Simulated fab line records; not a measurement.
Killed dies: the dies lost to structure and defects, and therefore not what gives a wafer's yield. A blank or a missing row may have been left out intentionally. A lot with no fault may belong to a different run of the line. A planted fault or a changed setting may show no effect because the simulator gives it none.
Which of the tools did it? ; flow gf180mcu ; 13 lots with 39 wafers sampled at 6 steps, on a route of 602 steps

## WHAT THE GAUGES SHOWED, per wafer
GF_MVSD_TW_MEAS_11. Usual: for MVSD_TW the level is 1593 and the standard deviation is 9.
lot;measured;on;MVSD_TW;flag
L489;day 4 09:10;filmMetro-03;1599 1581 1585;
L490;day 4 16:58;filmMetro-02;1574 1586 1586;
L491;day 4 22:10;filmMetro-02;1573 1583 1578;
L492;day 5 04:20;filmMetro-02;1655 1652 1661;OFF
L501;day 7 09:09;filmMetro-03;1585 1593 1590;
L502;day 7 15:46;filmMetro-02;1644 1653 1648;OFF
L503;day 7 18:01;filmMetro-01;1601 1594 1602;
L504;day 8 02:52;filmMetro-03;1603 1598 1600;
L505;day 8 07:12;filmMetro-02;1594 1593 1586;
L506;day 8 12:55;filmMetro-01;1579 1588 1582;
L509;day 9 06:40;filmMetro-03;1598 1603 1597;
L510;day 9 12:48;filmMetro-01;1577 1586 1581;
L511;day 9 18:52;filmMetro-01;1582 1587 1583;

GF_VT_IMPLANT_RS_MEAS_46: the measuring method here is four-point-probe. Usual: for MVSD_RS the level is 456.4 ohm/sq and the standard deviation is 1.1.
lot;measured;on;MVSD_RS (ohm/sq);flag
L489;day 7 12:08;filmMetro-01;453.9 456.8 455.9;
L490;day 7 20:46;filmMetro-02;456.1 454.9 456.4;
L491;day 8 03:37;filmMetro-03;457.0 457.2 456.9;
L492;day 8 09:56;filmMetro-02;401.8 401.7 401.8;OFF
L501;day 10 21:49;filmMetro-03;457.6 458.3 458.1;
L502;day 11 06:06;filmMetro-01;399.5 400.3 400.6;OFF
L503;day 11 10:52;filmMetro-01;456.7 454.9 458.1;
L504;day 11 19:44;filmMetro-02;457.0 458.5 457.1;
L505;day 11 23:04;filmMetro-02;457.8 457.3 457.4;
L506;day 12 06:08;filmMetro-03;456.6 456.3 456.7;
L509;day 13 03:53;filmMetro-01;456.1 456.2 456.6;
L510;day 13 10:04;filmMetro-03;456.0 457.0 457.0;
L511;day 13 16:08;filmMetro-01;455.2 455.7 455.7;

GF_HV_LDD_OVL_MEAS_32. Usual: for HV_LDD_02_OVL the level is -0.2 nm and the standard deviation is 1.3.
lot;measured;on;HV_LDD_02_OVL (nm);flag
L489;day 11 11:08;overlay-02;1.2 0.4 1.6;
L490;day 11 20:17;overlay-01;-1.5 -0.4 -1.3;
L491;day 12 05:41;overlay-02;1.5 0.3 0.7;
L492;day 12 09:38;overlay-02;-0.8 -1.5 -1.8;
L501;day 15 14:14;overlay-01;-0.2 1.3 -0.4;
L502;day 15 23:08;overlay-01;0.4 -0.7 -1.1;
L503;day 16 06:35;overlay-01;1.2 -0.6 1.6;
L504;day 16 20:29;overlay-02;0.5 2.1 0.9;
L505;day 16 20:11;overlay-01;-1.3 -0.4 -1.1;
L506;day 17 02:41;overlay-02;1.2 -0.6 0.5;
L509;day 18 04:38;overlay-01;-1.2 -0.2 -0.7;
L510;day 18 09:50;overlay-01;-0.4 -0.6 0.7;
L511;day 18 17:11;overlay-02;2.6 2.3 1.2;

GF_NSD_CD_MEAS_07: target cd 400 nm. Usual: 399.3 nm for cdNm, sd 2.
lot;measured;on;cdNm (nm);flag
L489;day 13 04:44;cdSem-02;399.2 398.1 398.7;
L490;day 13 15:37;cdSem-02;403.1 400.8 401.0;
L491;day 14 02:01;cdSem-02;400.1 399.6 400.9;
L492;day 14 06:20;cdSem-01;398.2 398.6 397.3;
L501;day 17 14:37;cdSem-01;400.8 399.0 401.0;
L502;day 18 01:06;cdSem-01;399.0 399.5 399.8;
L503;day 18 08:58;cdSem-02;396.8 397.7 397.7;
L504;day 18 22:35;cdSem-02;396.9 394.8 396.9;
L505;day 18 21:55;cdSem-02;396.8 400.0 397.8;
L506;day 19 06:38;cdSem-01;399.4 401.0 399.2;
L509;day 20 08:29;cdSem-01;398.0 396.6 398.5;
L510;day 20 14:40;cdSem-01;399.9 400.1 399.9;
L511;day 20 21:38;cdSem-01;399.3 398.3 400.6;

GF_NSD_TW_MEAS_12. Usual: for NSD_TW the level is 4269 and the standard deviation is 30.
lot;measured;on;NSD_TW;flag
L489;day 13 05:17;filmMetro-03;4341 4318 4291;
L490;day 13 16:10;filmMetro-04;4213 4251 4204;
L491;day 14 02:34;filmMetro-04;4255 4264 4291;
L492;day 14 06:53;filmMetro-01;4273 4250 4263;
L501;day 17 15:10;filmMetro-01;4272 4269 4252;
L502;day 18 01:38;filmMetro-03;4312 4299 4296;
L503;day 18 09:32;filmMetro-04;4234 4223 4226;
L504;day 18 23:08;filmMetro-01;4261 4257 4268;
L505;day 18 22:28;filmMetro-03;4322 4308 4315;
L506;day 19 07:10;filmMetro-01;4277 4269 4281;
L509;day 20 09:02;filmMetro-04;4275 4270 4263;
L510;day 20 15:13;filmMetro-01;4230 4258 4248;
L511;day 20 22:10;filmMetro-04;4264 4247 4255;

## EACH LOT AND THE TOOL THAT RAN IT (in order: tool; ch and the chambers of the sampled wafers; start)
lot;GF_MVSD_IMPLANT_09
L489;implanter-02 ch 0, day 4 08:56
L490;implanter-02 ch 0, day 4 16:43
L491;implanter-02 ch 0, day 4 21:55
L492;implanter-01 ch 0, day 5 03:47
L501;implanter-02 ch 0, day 7 08:54
L502;implanter-02 ch 0, day 7 15:06
L503;implanter-02 ch 0, day 7 17:46
L504;implanter-01 ch 0, day 8 02:38
L505;implanter-02 ch 0, day 8 06:57
L506;implanter-03 ch 0, day 8 12:41
L509;implanter-01 ch 0, day 9 06:26
L510;implanter-03 ch 0, day 9 12:33
L511;implanter-03 ch 0, day 9 18:38
- GF_MVSD_IMPLANT_09

## WHAT THE TOOLS THEMSELVES READ (means of the sampled wafers that have a number; where no wafer has one, the mark that the record gives instead)
GF_MVSD_IMPLANT_09. Usual: 5.02e-06 Torr for endStationPressureTorr, sd 2.6e-07.
lot;tool;endStationPressureTorr (Torr);flag
L489;implanter-02;5.08e-06;
L490;implanter-02;4.82e-06;
L491;implanter-02;5.34e-06;
L492;implanter-01;5.04e-06;
L501;implanter-02;5.31e-06;
L502;implanter-02;5.16e-06;
L503;implanter-02;4.89e-06;
L504;implanter-01;4.96e-06;
L505;implanter-02;5.15e-06;
L506;implanter-03;5.14e-06;
L509;implanter-01;5.12e-06;
L510;implanter-03;5.04e-06;
L511;implanter-03;5.37e-06;

## THE ANSWER, worked out from the rows above alone
Rule: a lot is off if the mean of its wafers that have a number lies more than 3 standard deviations from the usual mean. Also off: a lot with no number at a reading for which 4 or more lots have one. The other lots that the step has rows for count as sound. Order of review: gauges by route order, followed by the tools' own readings, for which a lot's mean as printed above is used. The first step at which some lot is off is used, and at that step the reading that is off furthest; a lot without a number counts as furthest.
Off: at GF_MVSD_TW_MEAS_11 (MVSD_TW), L492, L502.
A tool fits if, at a process step before that reading, it ran every lot that is off, and no sound lot after the first of them. Gauges at GF_MVSD_TW_MEAS_11: tried the same way as those tools. No candidate that was tried fits.

## WHAT THE SIMULATOR HAD PUT IN
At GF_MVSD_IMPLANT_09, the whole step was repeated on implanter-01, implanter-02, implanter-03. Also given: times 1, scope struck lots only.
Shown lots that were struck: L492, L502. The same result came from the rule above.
